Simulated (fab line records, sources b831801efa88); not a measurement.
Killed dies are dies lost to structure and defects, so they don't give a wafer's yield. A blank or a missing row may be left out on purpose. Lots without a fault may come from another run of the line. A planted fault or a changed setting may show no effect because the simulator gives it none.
Which tool did it? | flow gf180mcu | 12 lots, 36 wafers sampled, at 4 steps of a route of 602

WHAT THE GAUGES READ, wafer by wafer
GF_V5_CD_MEAS_14: target cd 260 nm. Usual: cd_nm 260.3 nm, standard deviation 1.2.
lot  | measured     | on        | cd_nm (nm)        | flag
L456 | day 27 09:04 | cd_sem-02 | 259.3 259.8 258.8 |
L458 | day 28 05:32 | cd_sem-02 | 258.5 259.1 260.0 |
L459 | day 28 07:12 | cd_sem-02 | 260.2 260.9 260.8 |
L460 | day 28 17:15 | cd_sem-02 | 260.4 260.2 259.4 |
L461 | day 28 23:36 | cd_sem-01 | 261.2 259.7 258.6 |
L472 | day 32 14:50 | cd_sem-02 | 260.4 260.5 260.5 |
L474 | day 33 00:53 | cd_sem-02 | 259.4 259.5 260.7 |
L473 | day 33 01:54 | cd_sem-02 | 257.8 258.8 259.1 |
L476 | day 33 08:42 | cd_sem-01 | 260.3 259.7 259.0 |
L475 | day 33 13:16 | cd_sem-02 | 261.6 261.2 260.3 |
L477 | day 33 17:35 | cd_sem-01 | 261.3 261.7 261.7 |
L478 | day 33 22:20 | cd_sem-02 | 260.9 261.2 260.4 |

GF_PASSIVATION_THK_MEAS_03. Usual: PASSIVATION_CVD_02_THK 701 nm, standard deviation 8.3.
lot  | measured     | on            | PASSIVATION_CVD_02_THK (nm) | flag
L456 | day 28 07:54 | film_metro-02 | 712 718 715                 |
L458 | day 29 03:54 | film_metro-01 | 689 701 700                 |
L459 | day 29 05:21 | film_metro-01 | 704 700 716                 |
L460 | day 29 15:40 | film_metro-02 | 693 704 705                 |
L461 | day 29 21:32 | film_metro-01 | 696 707 711                 |
L472 | day 33 09:59 | film_metro-01 | 701 703 715                 |
L474 | day 33 18:52 | film_metro-01 | 697 699 710                 |
L473 | day 33 20:10 | film_metro-03 | 698 705 708                 |
L476 | day 34 03:22 | film_metro-02 | 683 696 694                 |
L475 | day 34 08:31 | film_metro-02 | 685 706 703                 |
L477 | day 34 11:55 | film_metro-03 | 690 693 700                 |
L478 | day 34 16:39 | film_metro-03 | 700 701 711                 |

WHICH TOOL RAN EACH LOT (tool, then ch and the chambers of the sampled wafers, then the start)
lot  | GF_M5_ETCH_09                      | GF_TOP_METAL_STRIP_17
L456 | rie_diel-02 ch 0,1, day 26 10:53   | plasma_asher-03 ch 0,1, day 28 06:52
L458 | rie_diel-03 ch 0,1,2, day 27 07:34 | plasma_asher-03 ch 0,1, day 29 02:56
L459 | rie_diel-02 ch 0,1,3, day 27 09:53 | plasma_asher-01 ch 0,1, day 29 04:22
L460 | rie_diel-02 ch 0,2, day 27 20:14   | plasma_asher-03 ch 0,1, day 29 14:40
L461 | rie_diel-02 ch 0,1,3, day 28 02:29 | plasma_asher-01 ch 0, day 29 20:34
L472 | rie_diel-01 ch 0,1, day 31 21:10   | plasma_asher-01 ch 0,1, day 33 09:02
L474 | rie_diel-02 ch 0,1,2, day 32 07:37 | plasma_asher-01 ch 0,1, day 33 17:54
L473 | rie_diel-01 ch 1,2,3, day 32 07:58 | plasma_asher-03 ch 0,1, day 33 19:12
L476 | rie_diel-02 ch 0,1,3, day 32 15:26 | plasma_asher-03 ch 0,1, day 34 02:14
L475 | rie_diel-01 ch 0,2,3, day 32 20:44 | plasma_asher-01 ch 0,1, day 34 07:01
L477 | rie_diel-01 ch 1,3, day 33 00:41   | plasma_asher-02 ch 0,1, day 34 10:32
L478 | rie_diel-01 ch 0,2,3, day 33 05:32 | plasma_asher-03 ch 0,1, day 34 15:40
- GF_M5_ETCH_09: etches Si3N4 in CF4/O2, target depth 52 nm, time 11.6 s.
- GF_TOP_METAL_STRIP_17: strips in O2/N2.

WHAT THE TOOLS THEMSELVES READ (means of the sampled wafers that have a number; where no wafer has one, the mark that the record gives instead)
GF_M5_ETCH_09. Usual: drypump_motor_current_A 5.5 A, standard deviation 0.55; oes_product_au 0.997 a.u., standard deviation 0.01; rf_fwd_power_W 783 W, standard deviation 5; throttle_valve_pct 5.970 %, standard deviation 0.0098.
lot  | tool        | drypump_motor_current_A (A) | oes_product_au (a.u.) | rf_fwd_power_W (W) | throttle_valve_pct (%) | flag
L456 | rie_diel-02 | 5.6                         | 0.987                 | 786                | 5.973                  |
L458 | rie_diel-03 | 5.6                         | 1.003                 | 786                | 5.971                  |
L459 | rie_diel-02 | 5.4                         | 0.994                 | 786                | 5.971                  |
L460 | rie_diel-02 | 5.9                         | 0.987                 | 785                | 5.966                  |
L461 | rie_diel-02 | 5.4                         | 0.996                 | 786                | 5.977                  |
L472 | rie_diel-01 | 6.2                         | 0.996                 | 782                | 5.974                  |
L474 | rie_diel-02 | 5.5                         | 1.000                 | 790                | 5.977                  |
L473 | rie_diel-01 | 5.6                         | 0.999                 | 779                | 5.971                  |
L476 | rie_diel-02 | 5.4                         | 0.992                 | 784                | 5.980                  |
L475 | rie_diel-01 | 5.4                         | 0.997                 | 778                | 5.979                  |
L477 | rie_diel-01 | 5.4                         | 0.998                 | 778                | 5.978                  |
L478 | rie_diel-01 | 5.3                         | 1.004                 | 782                | 5.966                  |

GF_TOP_METAL_STRIP_17. Usual: drypump_motor_current_A 5.9 A, standard deviation 0.41; heater_power_w 306 W, standard deviation 14; o2_flow_sccm 2999 sccm, standard deviation 8.5; oes_product_au 0.710 a.u., standard deviation 0.0043; strip_time_to_endpoint_s 13.45 s, standard deviation 0.076.
lot  | tool            | drypump_motor_current_A (A) | heater_power_w (W) | o2_flow_sccm (sccm) | oes_product_au (a.u.) | strip_time_to_endpoint_s (s) | flag
L456 | plasma_asher-03 | 6.3                         | 308                | 3009                | 0.714                 | 13.36                        |
L458 | plasma_asher-03 | 6.1                         | 308                | 3009                | 0.708                 | 13.49                        |
L459 | plasma_asher-01 | 5.7                         | 295                | 2999                | 0.711                 | 13.55                        |
L460 | plasma_asher-03 | 6.4                         | 312                | 3000                | 0.707                 | 13.42                        |
L461 | plasma_asher-01 | 6.0                         | 302                | 2993                | 0.713                 | 13.45                        |
L472 | plasma_asher-01 | 5.6                         | 288                | 2997                | 0.708                 | 13.44                        |
L474 | plasma_asher-01 | 5.8                         | 299                | 2999                | 0.712                 | 13.36                        |
L473 | plasma_asher-03 | 6.1                         | 312                | 2993                | 0.713                 | 13.41                        |
L476 | plasma_asher-03 | 6.1                         | 312                | 3008                | 0.712                 | 13.36                        |
L475 | plasma_asher-01 | 5.6                         | 293                | 3008                | 0.713                 | 13.50                        |
L477 | plasma_asher-02 | 5.6                         | 335                | 2984                | 0.707                 | 13.55                        |
L478 | plasma_asher-03 | 6.3                         | 309                | 2993                | 0.717                 | 13.38                        |

THE ANSWER, worked out from the rows above alone
Rule: a lot is off if the mean of its wafers that have a number lies more than 3 standard deviations from the usual mean. A lot without any number at a reading at which 4 lots or more have one is off too. The other lots that the step has rows for count as sound. The gauges are gone through in route order, then the tools' own readings, and for those a lot's mean is taken as printed above. The first step at which some lot is off is used, and at that step the reading that is off furthest; a lot without a number counts as furthest.
No lot is off at any reading shown: from this, nothing can be told.

WHAT THE SIMULATOR HAD PUT IN
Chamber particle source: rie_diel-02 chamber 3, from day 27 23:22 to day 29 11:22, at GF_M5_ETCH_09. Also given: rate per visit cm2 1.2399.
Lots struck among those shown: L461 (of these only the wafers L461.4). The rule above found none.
